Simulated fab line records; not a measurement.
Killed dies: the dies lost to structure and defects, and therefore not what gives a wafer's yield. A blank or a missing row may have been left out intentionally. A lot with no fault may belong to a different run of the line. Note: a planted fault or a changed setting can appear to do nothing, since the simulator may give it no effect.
Which tool was responsible?    flow sky130    34 wafers from 12 lots sampled at 5 of the route's 708 steps

WHAT THE GAUGES READ, wafer by wafer
The record lacks any reading of a measuring or inspecting step that a usual standard deviation could be used to judge.

EACH LOT AND THE TOOL THAT RAN IT (in order: tool; ch and the chambers of the sampled wafers; start)
lot   SKY_METAL1_DESCUM_17               SKY_METAL1_METAL_ETCH_19           SKY_VIA1_CMP_02                SKY_VIA1_SOFTBAKE_08               SKY_PAD_OPEN_PROBE_99
L726  rie_metal-02 ch 0,1, day 32 16:20  rie_metal-02 ch 0,1, day 32 16:26  cmp-02 ch 0,1,3, day 32 17:17  litho_track-03 ch 0, day 33 06:00  -
L728  rie_metal-04 ch 0,1, day 33 17:50  rie_metal-04 ch 0,1, day 33 17:56  cmp-01 ch 1,3, day 33 19:04    litho_track-02 ch 0, day 34 08:00  -
L729  rie_metal-03 ch 0,1, day 33 21:38  rie_metal-03 ch 0,1, day 33 21:44  cmp-01 ch 0,1,2, day 33 22:38  litho_track-02 ch 0, day 34 11:00  -
L730  rie_metal-03 ch 0,1, day 35 04:37  rie_metal-03 ch 0,1, day 35 04:43  cmp-02 ch 0,2,3, day 35 05:35  litho_track-03 ch 0, day 35 18:00  prober-01, day 47 14:57
L733  rie_metal-04 ch 0,1, day 35 07:38  rie_metal-04 ch 0,1, day 35 07:44  cmp-02 ch 2,3, day 35 08:35    litho_track-02 ch 0, day 35 21:00  prober-02, day 47 17:25
L732  rie_metal-02 ch 0,1, day 35 08:08  rie_metal-02 ch 0,1, day 35 08:13  cmp-01 ch 0,2, day 35 09:08    litho_track-03 ch 0, day 35 22:00  prober-01, day 47 19:01
L731  rie_metal-03 ch 0,1, day 35 09:02  rie_metal-03 ch 0,1, day 35 09:08  cmp-02 ch 0,2,3, day 35 10:02  litho_track-04 ch 0, day 35 23:00  -
L735  rie_metal-04 ch 0,1, day 35 16:56  rie_metal-04 ch 0,1, day 35 17:03  cmp-02 ch 0,1,2, day 35 18:02  litho_track-03 ch 0, day 36 08:00  -
L738  rie_metal-03 ch 0,1, day 36 13:42  rie_metal-03 ch 0,1, day 36 13:47  cmp-02 ch 0,2, day 36 14:44    litho_track-02 ch 0, day 37 04:00  prober-02, day 48 16:37
L741  rie_metal-04 ch 0,1, day 37 09:40  rie_metal-04 ch 0,1, day 37 09:46  cmp-02 ch 2,3, day 37 10:40    litho_track-02 ch 0, day 37 23:00  -
L742  rie_metal-03 ch 0,1, day 37 22:33  rie_metal-03 ch 0,1, day 37 22:41  cmp-01 ch 0,3, day 37 23:41    litho_track-02 ch 0, day 38 12:00  -
L745  rie_metal-02 ch 0, day 38 17:37    rie_metal-02 ch 0, day 38 17:43    cmp-02 ch 0, day 38 18:35      litho_track-02 ch 0, day 39 07:00  -
- SKY_METAL1_DESCUM_17: chemistry O2, time 8 s.
- SKY_METAL1_METAL_ETCH_19: etches the open film in Cl2/BCl3, stops on SiO2, target depth 360 nm, time 78 s.
- SKY_VIA1_CMP_02: polishes SiO2.
- SKY_VIA1_SOFTBAKE_08: time 90 s.
- SKY_PAD_OPEN_PROBE_99

WHAT THE TOOLS THEMSELVES READ (means of the sampled wafers that have a number; where no wafer has one, the mark that the record gives instead)
SKY_METAL1_DESCUM_17.
lot   tool          drypump_motor_current_A (A)  oes_product_au (a.u.)  temp_c (C)
L726  rie_metal-02  5.9                          1.006                  39.90
L728  rie_metal-04  6.0                          1.007                  39.99
L729  rie_metal-03  5.6                          1.008                  40.04
L730  rie_metal-03  5.6                          1.010                  40.09
L733  rie_metal-04  6.0                          1.004                  39.92
L732  rie_metal-02  5.9                          0.997                  40.05
L731  rie_metal-03  5.6                          1.008                  40.07
L735  rie_metal-04  5.7                          0.995                  39.93
L738  rie_metal-03  5.6                          1.000                  40.09
L741  rie_metal-04  6.1                          1.008                  40.07
L742  rie_metal-03  5.6                          0.990                  39.97
L745  rie_metal-02  5.9                          1.011                  40.07

SKY_METAL1_METAL_ETCH_19.
lot   tool          drypump_motor_current_A (A)  oes_product_au (a.u.)  throttle_valve_pct (%)
L726  rie_metal-02  5.9                          0.858                  22.257
L728  rie_metal-04  6.0                          0.848                  22.261
L729  rie_metal-03  5.6                          0.855                  22.260
L730  rie_metal-03  5.6                          0.858                  22.264
L733  rie_metal-04  6.0                          0.867                  22.263
L732  rie_metal-02  5.9                          0.858                  22.265
L731  rie_metal-03  5.6                          0.857                  22.264
L735  rie_metal-04  5.7                          0.860                  22.253
L738  rie_metal-03  5.6                          0.854                  22.259
L741  rie_metal-04  6.0                          0.851                  22.260
L742  rie_metal-03  5.6                          0.854                  22.251
L745  rie_metal-02  5.9                          0.857                  22.264

SKY_VIA1_CMP_02.
lot   tool    motor_current_A (A)  slurry_flow_ml_min
L726  cmp-02  12.5                 150.0
L728  cmp-01  11.2                 150.0
L729  cmp-01  12.4                 150.0
L730  cmp-02  12.2                 150.2
L733  cmp-02  11.9                 149.6
L732  cmp-01  12.9                 149.9
L731  cmp-02  12.5                 150.0
L735  cmp-02  12.3                 150.1
L738  cmp-02  12.5                 150.0
L741  cmp-02  12.3                 150.0
L742  cmp-01  11.3                 150.3
L745  cmp-02  12.7                 149.3

SKY_VIA1_SOFTBAKE_08.
lot   tool            heater_power_total_W (W)  run_length_s (s)
L726  litho_track-03  57.29                     119.14
L728  litho_track-02  57.36                     119.26
L729  litho_track-02  57.35                     119.30
L730  litho_track-03  57.32                     119.18
L733  litho_track-02  57.40                     119.27
L732  litho_track-03  57.26                     119.20
L731  litho_track-04  57.42                     119.16
L735  litho_track-03  57.30                     119.13
L738  litho_track-02  57.43                     119.23
L741  litho_track-02  60.52                     106.20
L742  litho_track-02  59.72                     109.49
L745  litho_track-02  62.05                     99.82

SKY_PAD_OPEN_PROBE_99.
lot   tool       defect_limited_yield (%)  killed_at_M0_to_M3  killed_at_M4_up  killed_at_contacts  killed_at_front_end  killed_at_other  killed_dies  killed_open  killed_short  sort_bin_3_pad_short (%)  sort_bin_5_function (%)  sort_bin_6_memory (%)  sort_n_pass  sort_yield_pct (%)
L730  prober-01  83.2                      36                  3.3              26                  17                   0.7              82           45           37            0.7                       10.3                     5.8                    410          83.2
L733  prober-02  83.3                      42                  4.3              17                  17                   1.7              82           44           38            0.8                       9.5                      6.4                    410          83.3
L732  prober-01  83.4                      37                  2.7              24                  18                   0.0              82           45           35            0.5                       10.0                     6.0                    410          83.4
L738  prober-02  85.0                      38                  4.0              20                  11                   1.0              74           44           29            0.6                       8.3                      6.1                    418          85.0

THE ANSWER, worked out from the rows above alone
Rule: what is usual is taken from the lots themselves. Put in order of their means at a reading, lots are off if they are a third of the lots or fewer, leave a main group of 4 or more, and stand apart from it by a gap of 3 or more times the standard deviation of the main group's means; of several such gaps the widest counts. A main group is skipped when, at the precision printed for the reading in the tables above, its means are all equal. A lot without any number at a reading at which 4 lots or more have one is off too. All remaining lots with rows at the step are treated as sound. First the gauges in route order, then the tools' own readings, where a lot's mean is used as printed above. The first step at which some lot is off is used, and at that step the reading that is off furthest; a lot without a number counts as furthest.
Off: L741, L742, L745 (SKY_VIA1_SOFTBAKE_08, run_length_s). For the main group the mean is 119.21 s and the standard deviation 0.057.
If a tool, at that step or one of the process steps before it, ran each lot that is off and ran no sound lot following the first of them, it fits. One fits: litho_track-02 at SKY_VIA1_SOFTBAKE_08. Its last sound lot is L738 (day 37 04:00), its first lot that is off L741 (day 37 23:00): a fault that began between those two fits.
The tool's own readings at SKY_VIA1_SOFTBAKE_08 bear it out: on the lots that are off they differ by more than 5 times the standard deviation of the sound lots' means. heater_power_total_W reads 60.76 W there against 57.35 W on the sound lots; run_length_s reads 105.17 s there against 119.21 s on the sound lots.

WHAT THE SIMULATOR HAD INSERTED
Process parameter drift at SKY_VIA1_SOFTBAKE_08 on litho_track-02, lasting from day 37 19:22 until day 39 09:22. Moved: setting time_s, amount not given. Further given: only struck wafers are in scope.
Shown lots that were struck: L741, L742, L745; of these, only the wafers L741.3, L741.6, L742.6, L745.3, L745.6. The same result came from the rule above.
